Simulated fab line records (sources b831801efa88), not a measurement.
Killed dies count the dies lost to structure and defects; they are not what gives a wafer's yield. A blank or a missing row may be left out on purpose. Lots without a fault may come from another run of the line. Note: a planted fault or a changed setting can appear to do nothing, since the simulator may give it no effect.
Problem report in the 8D (eight disciplines) form, filled by code | flow gf180mcu | the parts of the form that need people (team, actions taken, sign-off) are left out

1. THE PROBLEM
Across 6 wafers from 2 lots, DUAL_GATE_OXIDATION_00_THK at GF_DUAL_GATE_THK_MEAS_03 averages 17.02 nm, while fault-free wafers read 10.85 nm with a standard deviation of 0.26. That is +24 standard deviations from the usual mean.
First observed at day 11 15:44: wafer L813.2, on filmMetro-02. The record holds 36 wafers of 12 lots with a number at this step. Rule for "out", or "out of limits": more than 4 standard deviations from the usual mean. The rest of the wafers with a number are treated as sound.

2. WHAT IT IS, AND WHAT IT ISN'T
question                    | is                         | is not
which readings at this step | DUAL_GATE_OXIDATION_00_THK | -
which lots                  | L813, L815                 | L800, L801, L803, L805, L806, L812, L818, L819, L822, L823
which wafers of those lots  | all that have a number     | -
read on which gauges        | filmMetro-02               | filmMetro-04
when                        | from day 11 15:44          | up to then (18 sound wafers); but 12 sound wafers of L818, L819, L822, L823 came after

3. THE SUSPECTS, EACH WITH WHAT RULES IT OUT
Counting: a tool at a process step up to the reading stays a suspect if it ran every lot that is out and no sound lot after the first of them.
- the gauge at GF_DUAL_GATE_THK_MEAS_03: kept. All the wafers that are out were read on filmMetro-02, and no step on other tools shows them out.
- plasmaAsher-04 at GF_VT_IMPLANT_STRIP_09 (strips in O2/N2): ruled out as a lasting fault. Sound lots L823 ran on it after its first lot that is out, L813 (day 9 06:08).
- furnace-01 at GF_DUAL_GATE_OXIDATION_02 (stabilise 600 s, purge 300 s, target thk 10.887 nm): kept. It processed each lot that is out, first L813 at day 11 14:16, and no sound lot thereafter; up to then, the last sound lot it processed was L803 at day 8 10:28.
What counting leaves: furnace-01 at GF_DUAL_GATE_OXIDATION_02 and filmMetro-02 at GF_DUAL_GATE_THK_MEAS_03.

4. THE CAUSE (what the simulator had put in)
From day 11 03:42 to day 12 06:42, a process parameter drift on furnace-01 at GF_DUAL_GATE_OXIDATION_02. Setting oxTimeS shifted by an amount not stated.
Of the 2 suspects that counting leaves, this tool is one.

5. THE CHAIN OF EFFECTS, in route order
Each row: a reading where the mean over the struck wafers with a number is more than 3 standard deviations away from the usual. Readings are gone through only where the record gives a usual standard deviation; hours: the median, over the lots, of the time from a lot's start at the first step in this table giving one to that lot's start at this step; sigmas: the change measured in usual standard deviations.
hours | step                     | reading                    | usual    | on struck wafers | change | sigmas
0     | GF_DUAL_GATE_THK_MEAS_03 | DUAL_GATE_OXIDATION_00_THK | 10.85 nm | 17.02            | +6.17  | +24
Later measuring or inspecting steps at which every struck wafer that the step has a row for has a number for every such reading, and none has moved that far: GF_POLY_GATE_THK_MEAS_01.

6. WHAT WOULD HAVE CAUGHT IT SOONER
12 hours passed between the start of the fault at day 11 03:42 and the first reading out of limits at a measuring or inspecting step in this record, taken at day 11 15:44.
Of the tool readings at GF_DUAL_GATE_OXIDATION_02 for which the record gives a usual standard deviation, none was out on any struck wafer, so an alarm limit of 4 standard deviations on them would not have fired.
Among the 2 lots that are out, L815 began GF_DUAL_GATE_OXIDATION_02 on furnace-01 after day 11 15:44. A hold on the tool at that time would have spared it.
